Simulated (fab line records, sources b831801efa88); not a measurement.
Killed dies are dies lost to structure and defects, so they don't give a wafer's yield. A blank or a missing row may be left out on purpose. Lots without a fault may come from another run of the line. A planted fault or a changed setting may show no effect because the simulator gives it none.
A struck lot beside a sound one | flow sky130 | 16 steps out of a route of 708
Sound: wafers L103.3, L103.4, L103.5. Struck: wafers L114.3, L114.4, L114.5. The cause comes at the end.
At each step with rows: each side's tool, then ch and its chambers, then its first start. Under that, the readings that differ: sound wafers | struck wafers | difference of the means | sigmas: that difference in standard deviations of wafers without a fault.
alike: readings whose means differ by less than 2 such deviations, and words and numbers that are the same on both sides. not compared: withheld readings, readings that some wafer has no value for, bounds like >300 that may hide the same value, and numbers for which the record gives no deviation and whose values overlap.
The two part at a step that has a row with sigmas, a row that says differs or no value, or rows on one side only. Numbers that don't overlap but have no deviation are shown without sigmas and don't part them. A reading that every wafer of one side lacks parts them only if that side has two wafers or more.

first, 1 step without rows for these wafers: SKY_SONOS_ONO_CVD_04 (deposits SiO2 from SiH4/N2O, target thk 5.7199 nm).
SKY_SONOS_ONO_THK_MEAS_05:
  sound on film_metro-02, day 12 19:28; struck on film_metro-01, day 16 14:15
  alike: SONOS_ONO_CVD_04_THK
then, 7 steps without rows for these wafers: SKY_SONOS_ONO_DEHYDRATE_06 (time 60 s); SKY_SONOS_ONO_HMDS_07 (prime time 60 s); SKY_SONOS_ONO_COAT_08 (resist thk 1140 nm); SKY_SONOS_ONO_SOFTBAKE_09 (time 60 s); SKY_SONOS_ONO_EXPOSE_10 (exposes mask ONOM, target cd 410 nm); SKY_SONOS_ONO_PEB_11; SKY_SONOS_ONO_DEVELOP_12 (develop time 60 s).
SKY_SONOS_ONO_CD_MEAS_13: target cd 410 nm.
  sound on cd_sem-02, day 13 21:34; struck on cd_sem-02, day 17 19:22
  alike: cd_nm
SKY_SONOS_ONO_OVL_MEAS_14:
  sound on overlay-01, day 13 21:40; struck on overlay-01, day 17 19:28
  alike: SONOS_ONO_OVL
SKY_SONOS_ONO_ETCH_15: etches the open film in CHF3/O2, target depth 19.52 nm, time 7.8 s.
  sound on rie_diel-03 ch 0,1, day 13 21:41; struck on rie_diel-01 ch 0,2,3, day 17 19:29
  alike: O2_flow_sccm, bias_w, drypump_motor_current_A, oes_product_au, throttle_valve_pct
  not compared: rf_hours_counter_h
SKY_SONOS_ONO_WET_ETCH_16: etches SiO2 in dHF, target depth 14 nm, time 280 s.
  sound on wet_bench-02 ch 3, day 13 21:43; struck on wet_bench-04 ch 0, day 17 19:31
  no value came back on the struck wafers for bath_heat_duty_pct (%), run_length_s (s); on the sound wafers bath_heat_duty_pct (%) reads 6.7 6.9 6.4
  reading                                      | sound             | struck            | difference | sigmas
  model.SiO2_of_FIELD_ISO_CVD_24.thk_nm (nm)   | 383.2 384.6 383.4 | 399.8 399.8 399.8 | +16.1      |
  model.SiO2_of_NWELL_OXIDATION_01.thk_nm (nm) | 0 0 0             | 5.231 5.144 5.235 | +5.203     |
SKY_SONOS_ONO_STRIP_17: strips in O2/N2.
  sound on plasma_asher-04 ch 0,1, day 13 21:50; struck on plasma_asher-04 ch 0,1, day 17 19:38
  alike: drypump_motor_current_A, oes_product_au, strip_time_to_endpoint_s
  not compared: rf_hours_counter_h
SKY_SONOS_ONO_WET_ETCH_18: etches Si3N4 in H3PO4, target depth 15 nm, time 172 s.
  sound on wet_bench-04 ch 2, day 13 21:53; struck on wet_bench-02 ch 1, day 17 19:42
  reading                                    | sound           | struck            | difference | sigmas
  model.SiO2_of_FIELD_ISO_CVD_24.thk_nm (nm) | 383 384.5 383.2 | 399.7 399.7 399.6 | +16.1      |
  alike: bath_guard_temp_C, bath_heat_duty_pct
-- the record jumps here: 32 days lie between the struck wafers' starts before and after (it left off in module SONOS_ONO and takes up again in module PAD_OPEN, whose first step shown is number 708 of the route) --
SKY_PAD_OPEN_PROBE_99:
  sound on prober-01, day 46 17:08; struck on prober-01, day 49 11:05
  reading             | sound     | struck      | difference | sigmas
  killed_at_front_end | 18 17 12  | 419 418 415 | +402       | +98
  killed_dies         | 116 95 79 | 492 492 492 | +395       | +45
  killed_on_rim       | 16 19 16  | 96 96 96    | +79        | +21
  alike: killed_at_M0_to_M3, killed_at_M4_up, killed_at_contacts, killed_at_other, killed_open, killed_short

WHERE THEY PART
First at SKY_SONOS_ONO_WET_ETCH_16; last, within this record, at SKY_PAD_OPEN_PROBE_99.

WHY: what the simulator had put in
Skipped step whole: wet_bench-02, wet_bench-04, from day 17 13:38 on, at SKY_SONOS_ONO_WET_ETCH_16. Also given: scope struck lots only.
